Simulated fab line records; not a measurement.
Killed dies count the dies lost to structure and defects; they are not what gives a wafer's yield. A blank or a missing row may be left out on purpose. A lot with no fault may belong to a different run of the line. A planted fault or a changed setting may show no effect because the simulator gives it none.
The same fault as seen by 2 desks	flow sky130	each desk has only its own numbers; what lay behind them comes last

## DESK OF THE TOOL OWNER: pvd sputter-03
The tool's own readings at SKY_CAPM_SPUTTER_02 (material TiN, target thk 200 nm, time 166.7 s): means of the sampled wafers that have a number, for each lot that ran on this tool. Marked OUT: a lot whose mean sits more than 4 standard deviations from the usual mean, which makes it out of limits; the brackets give that distance.
Columns: A = cathode dc power W at SKY_CAPM_SPUTTER_02, usual 6500.0 W; B = throttle valve pct at SKY_CAPM_SPUTTER_02, usual 29.7 %
lot	first seen here	A	B
L951	day 37 19:58	6500.7	29.9
L954	day 38 23:02	5713.0 (-99 or more) OUT	28.7
L955	day 39 00:50	5712.5 (-99 or more) OUT	29.9
L956	day 39 04:49	5713.3 (-99 or more) OUT	30.0
L966	day 42 10:07	6500.3	29.5
L969	day 42 23:07	6499.2	30.2
L970	day 43 08:10	6501.3	30.7
This desk finds L954, L955, L956 out of limits, L954 being first, at day 38 23:02 (cathode dc power W at SKY_CAPM_SPUTTER_02). Within limits: L951, L966, L969, L970.

## AT THE METROLOGY DESK
Lot by lot, what the gauges showed, no matter which tool ran the lot: averages of those sampled wafers that carry a number. Marked OUT: a lot whose mean sits more than 4 standard deviations from the usual mean, which makes it out of limits; the brackets give that distance.
Columns: A = CAPM_TIN_RS at SKY_CAPM_RS_MEAS_03, usual 6.97 ohm/sq; B = CAPM_TIN_THK at SKY_CAPM_THK_MEAS_04, usual 195.2 nm; C = CAPM_OVL at SKY_CAPM_OVL_MEAS_12, usual 0.0 nm
lot	first seen here	A	B	C
L951	day 37 20:07	6.90	196.6	-0.6
L953	day 38 15:47	6.93	197.7	0.3
L954	day 38 23:11	7.94 (+11) OUT	170.9 (-9.7) OUT	-0.5
L955	day 39 00:56	8.13 (+13) OUT	166.7 (-11) OUT	-1.9
L956	day 39 04:55	7.96 (+11) OUT	172.1 (-9.3) OUT	-0.2
L961	day 41 00:06	6.92	196.9	0.8
L966	day 42 10:16	6.93	196.1	1.3
L969	day 42 23:15	7.05	193.0	-2.0
L970	day 43 08:18	6.98	194.5	0.4
Per this desk, out of limits: L954, L955, L956; the first was L954, day 38 23:11 (CAPM_TIN_RS at SKY_CAPM_RS_MEAS_03). Within limits: L951, L953, L961, L966, L969, L970.

## BROUGHT TOGETHER
The tool owner's desk could have raised an alarm at day 38 23:02, on L954, L955, L956.
L954, L955, L956 would have let the metrology desk raise an alarm at day 38 23:11.
On pvd sputter-03, each named lot ran SKY_CAPM_SPUTTER_02.

## WHAT HAD BEEN PUT IN BY THE SIMULATOR
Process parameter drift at SKY_CAPM_SPUTTER_02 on pvd sputter-03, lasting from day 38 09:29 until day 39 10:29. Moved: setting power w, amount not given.
Shown lots that were struck: L954, L955, L956.
Time in hours from fault onset to the first out-of-limits reading at each desk: tool owner's desk 14, metrology desk 14.
